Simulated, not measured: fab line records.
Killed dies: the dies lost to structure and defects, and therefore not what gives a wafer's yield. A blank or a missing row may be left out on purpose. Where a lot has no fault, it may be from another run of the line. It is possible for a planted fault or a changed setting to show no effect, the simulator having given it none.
A struck lot beside a sound one -- flow sky130 -- 15 steps out of a route of 708
Sound: wafers L693.1, L693.2, L693.4. Wafers L697.1, L697.2, L697.6 were the ones struck. The cause is named last.
For every step that has rows: the tool of each side, followed by ch and its chambers, followed by its first start. Under that, the readings that differ: sound wafers -- struck wafers -- difference of the means -- sigmas: that difference in standard deviations of wafers without a fault.
alike: same words and numbers on both sides, and readings whose means sit less than 2 such deviations apart. not compared: any withheld reading, any reading some wafer has no value for, any bound like >300 that may hide the same value, and any number with overlapping values for which the record gives no deviation.
The two part at a step that has a row with sigmas, a row that says differs or no value, or rows on one side only. Numbers that don't overlap but have no deviation are shown without sigmas and don't part them. Lack of a reading on every wafer of one side parts them only where that side has two or more wafers.

first, 6 steps without rows for these wafers: SKY_METAL4_COAT_07 (resist thk 60 nm); SKY_METAL4_COAT_08 (resist thk 1140 nm); SKY_METAL4_SOFTBAKE_09 (time 90 s); SKY_METAL4_EXPOSE_10 (exposes mask MM4, target cd 300 nm); SKY_METAL4_PEB_11; SKY_METAL4_DEVELOP_12 (develop time 60 s).
SKY_METAL4_CD_MEAS_13 targets a cd of 300 nm.
  sound on cd sem-02 at day 44 01:37; struck on cd sem-02 at day 44 20:58
reading,sound,struck,difference,sigmas
cd nm (nm),300.9 300.5 300.7,296.1 296.0 296.3,-4.6,-3
SKY_METAL4_OVL_MEAS_14:
  sound on overlay-01 at day 44 01:44; struck on overlay-01 at day 44 21:05
  alike: METAL4_OVL
SKY_METAL4_DESCUM_15: chemistry O2, time 8 s.
  sound on rie metal-02 ch 0,1, day 44 01:47; struck on rie metal-02 ch 0,1, day 44 21:08
  alike: drypump motor current A, oes product au
  not compared: rf hours counter h
SKY_METAL4_ETCH_16: etches BARC in N2/H2, stops on SiO2, time 88.2 s, target depth 60 nm.
  sound on rie metal-02 ch 0,1, day 44 01:49; struck on rie metal-02 ch 0,1, day 44 21:10
  alike: drypump motor current A, oes product au, throttle valve pct
  not compared: rf hours counter h
SKY_METAL4_ETCH_17: etches SiO2 in C4F8/O2/Ar, stops on TiN, time 3.9 s, target depth 15 nm.
  sound on rie diel-01 ch 0,1,2, day 44 01:55; struck on rie diel-01 ch 0,2, day 44 21:16
  alike: oes product au
  not compared: rf hours counter h
SKY_METAL4_METAL_ETCH_18: etches the open film in Cl2/BCl3, stops on SiO2, target depth 845 nm, time 183.1 s.
  sound on rie metal-04 ch 0, day 44 01:55; struck on rie metal-01 ch 0,1, day 44 21:17
  alike: drypump motor current A, oes product au, throttle valve pct
  not compared: rf hours counter h
SKY_METAL4_STRIP_19: strips in O2/N2.
  sound on plasma asher-02 ch 0,1, day 44 02:17; struck on plasma asher-02 ch 0,1, day 44 21:27
  no value came back on the struck wafers for any of 6 readings (chamber pressure mTorr (mTorr), drypump motor current A (A) and others); on the sound wafers chamber pressure mTorr (mTorr) reads 1502.3 1500.2 1502.0
reading,sound,struck,difference,sigmas
model.KrF-thick_of_METAL4_COAT_08.thk nm (nm),0 0 0,512.8 527.1 521.7,+520.5,
  not compared: rf hours counter h
then, 1 step without rows for these wafers: SKY_METAL4_STRIP_20 (strips in post etch residue remover, time 1200 s).
-- the record jumps here: 4 days lie between the struck wafers' starts before and after (it left off in module METAL4 and takes up again in module PAD_OPEN, whose first step shown is number 708 of the route) --
SKY_PAD_OPEN_PROBE_99:
  sound on prober-01 at day 47 19:46; struck on prober-01 at day 48 12:24
reading,sound,struck,difference,sigmas
defect limited yield (%),83.7 84.1 83.9,0 0 0,-84,-44
killed_at_M4_up,9 2 2,392 394 419,+397,+99 or more
killed dies,80 78 79,492 492 492,+413,+44
killed on rim,14 19 19,96 96 96,+79,+20
sort_bin_5_function (%),10.2 10.8 9.1,90.4 92.7 94.1,+82.4,+55
sort n pass,412 414 413,0 0 0,-413,-44
sort yield pct (%),83.7 84.1 83.9,0 0 0,-84,-44
  alike: killed_at_M0_to_M3, killed at contacts, killed at front end, killed at other, killed open, killed short, sort_bin_3_pad_short, sort_bin_6_memory

WHERE THEY PART
First at SKY_METAL4_CD_MEAS_13; last, within this record, at SKY_PAD_OPEN_PROBE_99.

WHY: what had been put in by the simulator
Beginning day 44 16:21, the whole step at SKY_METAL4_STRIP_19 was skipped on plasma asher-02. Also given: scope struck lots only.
